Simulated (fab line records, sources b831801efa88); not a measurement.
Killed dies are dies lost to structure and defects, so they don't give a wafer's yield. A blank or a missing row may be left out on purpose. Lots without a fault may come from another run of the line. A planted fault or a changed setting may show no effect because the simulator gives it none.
fab line records | flow sky130
record lots=13 wafers=39 last_day=50
route steps=708 shown POLY_CUT@317 METAL3@564 CAP2M@606 PAD_OPEN@707
lots that met no fault: from a run of the same line without faults
start_h: hours from the record's first day to the start of the lot's first wafer shown | wait_h: hours since the lot's step before | " the same as in the row above | L1.1+2: a row that stands for several wafers | - no value, or no start given | * or withheld: withheld | < > ~ a bound
route shown NAME@n: a module of which the file shows steps, and the number in the route of the first | usual: mean/standard deviation of fault-free wafers | same: alike in all rows | chamber/n: place in a boat | sites: the reading at each site | _std_site: their standard deviation | _edge_site: outer sites' mean less inner sites' | radius_mm: how far each site lies from the wafer's centre | mask NAME#n: copy n | behind: the tool/chamber that last shaped the wafer | hold: why the lot was held/for how many hours/how that ended | device: the transistor (n, p or np) that didn't switch | end of line: the same wafers' tests at the end of the route | a step without rows: its recipe alone | killed: dies lost to structure and defects at the first sort, not the wafer's yield | map: a wafer's dies, x killed, . not, _ none there
set.NAME: the setting as run; set.NAME@STEP: as run at that earlier step | model.NAME: the simulator's own value behind a step, which no gauge read
steps of the route over a sample of lots; a table a step, a row a wafer
services: from which hour (start_h, from the record's first day; less than 0 if before it) a tool's chamber was out of use, for how many hours, and why
## steps
# step SKY_POLY_CUT_ETCH_10
# recipe chemistry=N2/H2 target=BARC ion_energy_ev=200 source_w=500 bias_w=100 pressure_mtorr=30 n2_flow_sccm=100 h2_flow_sccm=200 stop_on=SiO2 time_s=45.9 target_depth_a=600
# usual drypump_motor_current_A=5.6/0.46 oes_product_au=0.856/0.0048 throttle_valve_pct=13.225/0.009
# columns lot.wafer tool chamber start_h wait_h drypump_motor_current_A oes_product_au rf_hours_counter_h throttle_valve_pct
L143.2 rie_diel-02 3 551.44 0.0 5.0 0.862 15 13.220
L143.3 " 1 " " 5.9 0.854 65 13.226
L143.4 " 2 " " 5.6 0.856 - 13.229
L144.3 rie_diel-02 2 567.69 0.0 5.6 0.853 15 13.223
L144.5 " 2 " " 5.6 0.854 - 13.208
L144.6 " 3 " " 5.0 0.850 - 13.232
L145.2 rie_diel-03 1 571.86 0.0 4.8 0.856 12 13.223
L145.4 " 0 " " 6.2 0.852 51 13.231
L145.6 " 3 " " 5.4 0.848 - 13.228
L146.1 rie_diel-03 3 586.12 0.0 5.4 0.857 73 13.217
L146.3 " 0 " " 6.2 0.859 51 13.219
L146.5 " 3 " " 5.4 0.864 - 13.223
L153.3 rie_diel-02 0 647.31 0.0 5.8 0.857 1 13.226
L153.4 " 0 " " 5.8 0.864 - 13.243
L153.5 " 2 " " 5.6 0.860 - 13.225
L155.4 rie_diel-02 0 663.07 0.0 5.9 0.858 1 13.210
L155.5 " 2 " " 5.6 0.857 - 13.227
L155.6 " 1 " " 5.9 0.859 - 13.226
L156.1 rie_diel-03 2 668.91 0.0 6.1 0.864 3 13.222
L156.4 " 3 " " 5.4 0.850 1 13.225
L156.6 " 3 " " 5.4 0.857 - 13.221
L158.1 rie_diel-04 1 685.47 0.0 6.3 0.863 26 13.213
L158.4 " 3 " " 5.5 0.856 1 13.231
L158.6 " 3 " " 5.5 0.862 - 13.222
L159.2 rie_diel-04 1 693.56 0.0 6.2 0.848 27 13.226
L159.3 " 3 " " 5.5 0.856 1 13.228
L159.6 " 0 " " 5.0 0.857 - 13.235
L160.2 rie_diel-04 1 701.89 0.0 6.3 0.868 27 13.231
L160.3 " 2 " " 5.1 0.853 10 13.217
L160.5 " 2 " " 5.1 0.849 - 13.234
L163.2 rie_diel-02 3 732.64 0.0 5.0 0.860 18 13.221
L163.3 " 2 " " 5.6 0.847 18 13.229
L163.6 " 3 " " 5.0 0.855 - 13.241
L165.1 rie_diel-02 3 738.19 0.0 5.0 0.854 19 13.225
L165.3 " 1 " " 5.9 0.856 2 13.217
L165.4 " 0 " " 5.9 0.854 3 13.222
L166.2 rie_diel-02 1 743.97 0.0 5.9 0.861 2 13.229
L166.3 " 0 " " 5.9 0.858 3 13.230
L166.6 " 3 " " 5.0 0.842 - 13.230
# step SKY_METAL3_OVL_MEAS_14
# usual METAL3_OVL=1/7
# columns lot.wafer tool chamber start_h wait_h METAL3_OVL[nm]
L143.2 overlay-01 - 895.44 0.1 9
L143.3 " - " " 11
L143.4 " - " " 7
L144.3 overlay-02 - 909.57 0.1 -5
L144.5 " - " " -8
L144.6 " - " " -12
L145.2 overlay-02 - 912.31 0.1 -3
L145.4 " - " " -1
L145.6 " - " " 0
L146.1 overlay-01 - 926.61 0.1 -10
L146.3 " - " " -6
L146.5 " - " " -6
L153.3 overlay-01 - 977.20 0.1 2
L153.4 " - " " 18
L153.5 " - " " 12
L155.4 overlay-02 - 991.38 0.1 2
L155.5 " - " " 13
L155.6 " - " " 2
L156.1 overlay-02 - 994.76 0.1 12
L156.4 " - " " 6
L156.6 " - " " 15
L158.1 overlay-02 - 1012.38 0.1 1
L158.4 " - " " -3
L158.6 " - " " -3
L159.2 overlay-02 - 1017.69 0.1 23
L159.3 " - " " 2
L159.6 " - " " 14
L160.2 overlay-01 - 1024.97 0.1 3
L160.3 " - " " -1
L160.5 " - " " 0
L163.2 overlay-02 - 1048.71 0.1 -12
L163.3 " - " " -7
L163.6 " - " " -11
L165.1 overlay-01 - 1051.88 0.1 -8
L165.3 " - " " 1
L165.4 " - " " -3
L166.2 overlay-01 - 1056.74 0.1 3
L166.3 " - " " 8
L166.6 " - " " 12
# step SKY_CAP2M_RS_MEAS_03
# recipe thk_meas_gauge=four-point-probe reads=TiN_of_CAP2M_SPUTTER_02
# usual CAP2M_TIN_RS=6.84/0.067
# columns lot.wafer tool chamber start_h wait_h CAP2M_TIN_RS[ohm/sq]
L143.2 film_metro-03 - 925.21 0.1 6.84
L143.3 " - " " 6.86
L143.4 " - " " 6.92
L144.3 film_metro-03 - 936.80 0.1 6.91
L144.5 " - " " 6.77
L144.6 " - " " 6.78
L145.2 film_metro-04 - 943.25 0.1 6.85
L145.4 " - " " 6.81
L145.6 " - " " 6.77
L146.1 film_metro-03 - 954.38 0.1 6.75
L146.3 " - " " 6.84
L146.5 " - " " 6.78
L153.3 film_metro-04 - 1004.15 0.1 6.74
L153.4 " - " " 6.84
L153.5 " - " " 6.78
L155.4 film_metro-03 - 1018.00 0.1 6.81
L155.5 " - " " 6.78
L155.6 " - " " 6.78
L156.1 film_metro-03 - 1021.16 0.1 6.84
L156.4 " - " " 6.76
L156.6 " - " " 6.91
L158.1 film_metro-04 - 1038.58 0.1 6.83
L158.4 " - " " 6.89
L158.6 " - " " 6.81
L159.2 film_metro-03 - 1043.55 0.1 6.84
L159.3 " - " " 6.84
L159.6 " - " " 6.78
L160.2 film_metro-03 - 1050.98 0.1 6.79
L160.3 " - " " 6.90
L160.5 " - " " 6.89
L163.2 film_metro-04 - 1074.64 0.1 6.94
L163.3 " - " " 6.84
L163.6 " - " " 6.90
L165.1 film_metro-03 - 1077.02 0.1 6.86
L165.3 " - " " 6.93
L165.4 " - " " 6.83
L166.2 film_metro-04 - 1081.41 0.1 6.71
L166.3 " - " " 6.82
L166.6 " - " " 6.73
# step SKY_PAD_OPEN_BOW_MEAS_13
# recipe mode=bow
# usual PAD_OPEN_BOW=49/8.2
# columns lot.wafer tool chamber start_h wait_h PAD_OPEN_BOW[um]
L143.2 film_metro-03 - 1070.03 - 50
L143.3 " - " " 43
L143.4 " - " " 48
L144.3 film_metro-02 - 1081.90 - 50
L144.5 " - " " 48
L144.6 " - " " 46
L145.2 film_metro-03 - 1087.18 - 49
L145.4 " - " " 56
L145.6 " - " " 36
L146.1 film_metro-03 - 1096.66 - 56
L146.3 " - " " 51
L146.5 " - " " 50
L153.3 film_metro-03 - 1137.45 - 63
L153.4 " - " " 57
L153.5 " - " " 53
L155.4 film_metro-02 - 1149.23 - 49
L155.5 " - " " 62
L155.6 " - " " 47
L156.1 film_metro-04 - 1150.86 - 42
L156.4 " - " " 50
L156.6 " - " " 52
L158.1 film_metro-02 - 1166.56 - 51
L158.4 " - " " 62
L158.6 " - " " 52
L159.2 film_metro-02 - 1168.83 - 58
L159.3 " - " " 47
L159.6 " - " " 64
L160.2 film_metro-03 - 1173.58 - 39
L160.3 " - " " 33
L160.5 " - " " 46
L163.2 film_metro-03 - 1193.13 - 46
L163.3 " - " " 52
L163.6 " - " " 52
L165.1 film_metro-02 - 1195.51 - 52
L165.3 " - " " 43
L165.4 " - " " 41
L166.2 film_metro-04 - 1198.93 - 37
L166.3 " - " " 41
L166.6 " - " " 53
# step SKY_PAD_OPEN_PROBE_99
# usual killed_at_M0_to_M3=42/7.6 killed_at_M4_up=3.4/2 killed_at_contacts=24/5.9 killed_at_front_end=16/4.5 killed_at_other=0.4/0.58 killed_dies=86/10 killed_open=47/7.6 killed_short=39/6.7
# same gross_dies=492 killed_at_back_side=0
# columns lot.wafer tool chamber start_h wait_h killed_at_M0_to_M3 killed_at_M4_up killed_at_contacts killed_at_front_end killed_at_other killed_dies killed_open killed_short
L153.3 prober-02 - 1137.63 0.2 32 6 20 11 0 69 42 26
L153.4 prober-02 - 1137.68 0.2 37 5 11 18 0 71 40 30
L153.5 prober-02 - 1137.73 0.2 37 3 16 56 1 113 47 35
L155.4 prober-02 - 1149.44 0.2 49 4 21 21 1 96 51 45
L155.5 prober-02 - 1149.49 0.2 42 3 30 43 1 119 44 43
L155.6 prober-02 - 1149.54 0.2 49 2 19 17 1 88 45 43
# killed by level:class
L153.3 CONTACT:geometric_particle:open=9 VIA1:geometric_particle:open=9 METAL1:geometric_particle:short=7 VIA3:geometric_particle:open=5 LI_CONTACT:geometric_particle:open=5 METAL2:geometric_particle:short=4 METAL4:geometric_particle:short=4 FIELD_ISO:geometric_particle:open=3
L153.4 METAL1:geometric_particle:short=10 CONTACT:geometric_particle:open=7 POLY_GATE:geometric_particle:open=6 FIELD_ISO:geometric_particle:open=5 VIA2:geometric_particle:open=5 VIA1:geometric_particle:open=5 VIA3:geometric_particle:open=4 POLY_GATE:geometric_particle:short=3
L153.5 POLY_CUT:unspecified=31 VIA1:geometric_particle:open=12 CONTACT:geometric_particle:open=10 FIELD_ISO:geometric_particle:open=7 POLY_GATE:geometric_particle:open=6 METAL2:geometric_particle:short=6 FIELD_ISO:geometric_particle:short=5 POLY_GATE:geometric_particle:short=5
L155.4 VIA1:geometric_particle:open=11 CONTACT:geometric_particle:open=9 FIELD_ISO:geometric_particle:short=7 VIA3:geometric_particle:open=7 FIELD_ISO:geometric_particle:open=6 LI_CONTACT:geometric_particle:open=6 METAL1:geometric_particle:short=6 VIA2:geometric_particle:open=6
L155.5 POLY_CUT:unspecified=30 CONTACT:geometric_particle:open=15 VIA2:geometric_particle:open=10 METAL2:geometric_particle:short=7 VIA1:geometric_particle:open=7 CONTACT:geometric_particle:short=6 LI_CONTACT:geometric_particle:open=4 METAL1:geometric_particle:short=4
L155.6 VIA2:geometric_particle:open=9 VIA1:geometric_particle:open=8 VIA1:geometric_particle:short=8 CONTACT:geometric_particle:open=7 LOCAL_INTERCONNECT:geometric_particle:short=6 METAL2:geometric_particle:short=6 FIELD_ISO:geometric_particle:open=5 VIA3:geometric_particle:open=5
## services
# columns tool chamber start_h hours kind
rie_diel-03 - 529.41 16.9 repair
rie_diel-03 0 530.38 18.8 repair
rie_diel-02 2 572.69 3.4 repair
rie_diel-02 0 577.31 - clean
rie_diel-02 0 577.31 17.4 scheduled_down
rie_diel-02 0 577.31 17.4 vent_cycle
rie_diel-03 3 598.98 - clean
rie_diel-03 3 598.98 25.9 scheduled_down
rie_diel-02 2 611.31 2.7 repair
rie_diel-04 3 616.29 13.6 repair
rie_diel-02 1 620.72 - clean
rie_diel-02 1 620.72 29.6 scheduled_down
rie_diel-02 1 620.72 29.6 vent_cycle
rie_diel-03 2 627.11 6.7 repair
rie_diel-04 0 641.26 3.1 repair
rie_diel-03 3 675.16 3.0 repair
rie_diel-02 2 675.86 6.9 repair
rie_diel-02 3 681.17 4.6 repair
rie_diel-04 - 690.48 0.3 repair
rie_diel-03 3 707.58 2.6 repair
rie_diel-02 3 711.01 4.6 repair
rie_diel-02 1 718.12 8.8 repair
rie_diel-03 0 730.06 8.3 repair
rie_diel-04 - 743.68 2.8 pm
## key
first_sign step=SKY_PAD_OPEN_PROBE_99 reading=killed_at_front_end direction=up sigmas=7.5 usual=16 struck=50
effect step=SKY_PAD_OPEN_PROBE_99 reading=killed_dies direction=up sigmas=2.9 usual=86 struck=116
met_at SKY_POLY_CUT_ETCH_10
struck_lots L153,L155
struck_wafers L153.5,L155.5
tester_left_out L153,L155
not_acting_at SKY_METAL3_OVL_MEAS_14,SKY_CAP2M_RS_MEAS_03,SKY_PAD_OPEN_BOW_MEAS_13
onset_between 567.69 647.31
fault kind=chamber_particle_source tool=rie_diel-02 chamber=2 onset_h=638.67 steps=SKY_POLY_CUT_ETCH_10 rate_per_visit_cm2=1.2656 end_h=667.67
# tester_left_out: of these lots the tester's yield and bins aren't shown, on N5 and GAA mostly nor the transistor test; their killed dies are dies lost to structure and defects alone, not to doping, threshold or leakage, so they don't give the yield
